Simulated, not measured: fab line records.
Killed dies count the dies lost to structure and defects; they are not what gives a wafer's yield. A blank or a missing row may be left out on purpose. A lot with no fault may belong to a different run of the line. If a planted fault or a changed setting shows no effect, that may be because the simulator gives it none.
Chamber matching -- flow sky130 -- SKY_VIA2_CMP_02 on cmp-02: 4 sister chambers
The step polishes SiO2. 8 wafers are shown with their chamber, then 9 later ones without.

## WAFERS WITH THEIR CHAMBER
wafer,chamber,motorCurrentA (A),retainingRingPressureFrac
L843.2,0,10.6,1.002
L846.1,3,11.2,0.999
L851.1,1,11.2,1.006
L851.2,2,11.6,1.000
L851.6,0,10.5,0.999
L853.2,2,10.4,0.997
L853.3,1,11.3,0.997
L853.4,3,11.7,0.998

## WAFERS WITHOUT THEIR CHAMBER
wafer,motorCurrentA (A),retainingRingPressureFrac
L862.1,10.3,0.997
L862.5,11.8,0.997
L862.6,10.1,0.996
L863.2,10.6,0.997
L863.4,11.3,0.999
L863.5,11.2,1.003
L866.1,10.9,1.002
L866.2,11.6,0.997
L866.4,11.2,0.997

## EACH ONE'S CHAMBER
wafer,from the rows above,in truth
L862.1,can't be placed: 0 or 2 or 1 or 3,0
L862.5,can't be placed: 3 or 1 or 2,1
L862.6,can't be placed: 0 or 2 or 1 or 3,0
L863.2,can't be placed: 2 or 0 or 3 or 1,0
L863.4,can't be placed: 3 or 2 or 1 or 0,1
L863.5,can't be placed: 1 or 2 or 3 or 0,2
L866.1,can't be placed: 1 or 0 or 2 or 3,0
L866.2,can't be placed: 3 or 2 or 1 or 0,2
L866.4,can't be placed: 2 or 3 or 1 or 0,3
Correct placement for 0 of the 9. Unplaceable from these rows: 9, with the true chamber sitting among the candidates in 9. Wrongly placed: 0.
How it was worked out, from the rows above alone: a wafer's distance from a chamber is the root of the sum, over the readings, of the square of ((its reading less the chamber's mean) divided by the reading's scatter). If the next closest chamber is less than 2 further off than the closest, the wafer can't be placed; otherwise it belongs to the closest. A chamber's mean is the mean of its shown wafers. The scatter: take each reading less its chamber's mean, square it, sum over the shown wafers, divide by the number of wafers less the number of chambers, and take the root.
